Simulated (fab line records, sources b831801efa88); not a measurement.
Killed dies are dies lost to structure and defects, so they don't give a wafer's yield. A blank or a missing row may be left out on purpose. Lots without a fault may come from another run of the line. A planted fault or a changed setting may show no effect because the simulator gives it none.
Chamber matching | flow sky130 | SKY_PASSIVATION_ETCH_11 on rie_diel-03: 4 sister chambers
The step etches the open film in CF4/O2, stops on AlCu, target depth 725 nm, time 161.1 s. 18 wafers are shown with their chamber, then 9 later ones without.

WAFERS WITH THEIR CHAMBER
wafer  | chamber | drypump_motor_current_A (A) | throttle_valve_pct (%) | oes_product_au (a.u.)
L592.4 | 1       | 5.1                         | 5.961                  | 0.980
L592.5 | 1       | 5.0                         | 5.990                  | 0.992
L592.6 | 2       | 5.9                         | 5.963                  | 0.993
L593.1 | 2       | 5.9                         | 5.967                  | 0.973
L593.2 | 1       | 5.1                         | 5.968                  | 0.964
L593.6 | 0       | 5.5                         | 5.965                  | 0.973
L595.4 | 1       | 5.1                         | 5.949                  | 0.981
L595.5 | 3       | 5.7                         | 5.952                  | 0.981
L595.6 | 2       | 5.9                         | 5.971                  | 0.990
L596.2 | 2       | 5.9                         | 5.971                  | 0.975
L596.5 | 2       | 5.9                         | 5.963                  | 0.977
L596.6 | 3       | 5.7                         | 5.962                  | 0.979
L601.2 | 0       | 5.5                         | 5.973                  | 0.970
L601.3 | 1       | 5.1                         | 5.977                  | 0.975
L601.4 | 2       | 5.9                         | 5.955                  | 0.980
L609.2 | 3       | 5.7                         | 5.960                  | 0.975
L609.3 | 0       | 5.5                         | 5.964                  | 0.978
L609.6 | 3       | 5.7                         | 5.960                  | 0.986

SIGNATURES (means of the wafers above)
reading                 | chamber 0 | chamber 1 | chamber 2 | chamber 3 | scatter within a chamber
drypump_motor_current_A | 5.500     | 5.080     | 5.900     | 5.700     | 0.0239
throttle_valve_pct      | 5.96733   | 5.96900   | 5.96500   | 5.95850   | 0.00949
oes_product_au          | 0.97367   | 0.97840   | 0.98133   | 0.98025   | 0.00779
Rule: a wafer's distance from a chamber is the root of the sum, over the readings, of the square of ((its reading less the chamber's mean) divided by the reading's scatter). The wafer belongs to the nearest chamber; if the next one is less than 2 further off, it can't be placed. The scatter: the root of (the sum of the squares of (reading less its chamber's mean) over the shown wafers, divided by (wafers less chambers)).

WAFERS WITHOUT THEIR CHAMBER
wafer  | drypump_motor_current_A (A) | throttle_valve_pct (%) | oes_product_au (a.u.)
L612.1 | 5.1                         | 5.974                  | 0.969
L612.3 | 5.7                         | 5.963                  | 0.958
L612.5 | 5.9                         | 5.962                  | 0.981
L613.2 | 5.9                         | 5.971                  | 0.963
L613.3 | 5.5                         | 5.964                  | 0.971
L613.5 | 5.9                         | 5.957                  | 0.978
L614.1 | 5.5                         | 5.972                  | 0.975
L614.2 | 5.9                         | 5.966                  | 0.991
L614.4 | 5.1                         | 5.965                  | 0.987

WHICH CHAMBER EACH WENT THROUGH
wafer  | from the rows above | in truth
L612.1 | 1                   | 1
L612.3 | 3                   | 3
L612.5 | 2                   | 2
L613.2 | 2                   | 2
L613.3 | 0                   | 0
L613.5 | 2                   | 2
L614.1 | 0                   | 0
L614.2 | 2                   | 2
L614.4 | 1                   | 1
Placed correctly: 9 of 9. Can't be placed from these rows: 0. Placed wrongly: 0.
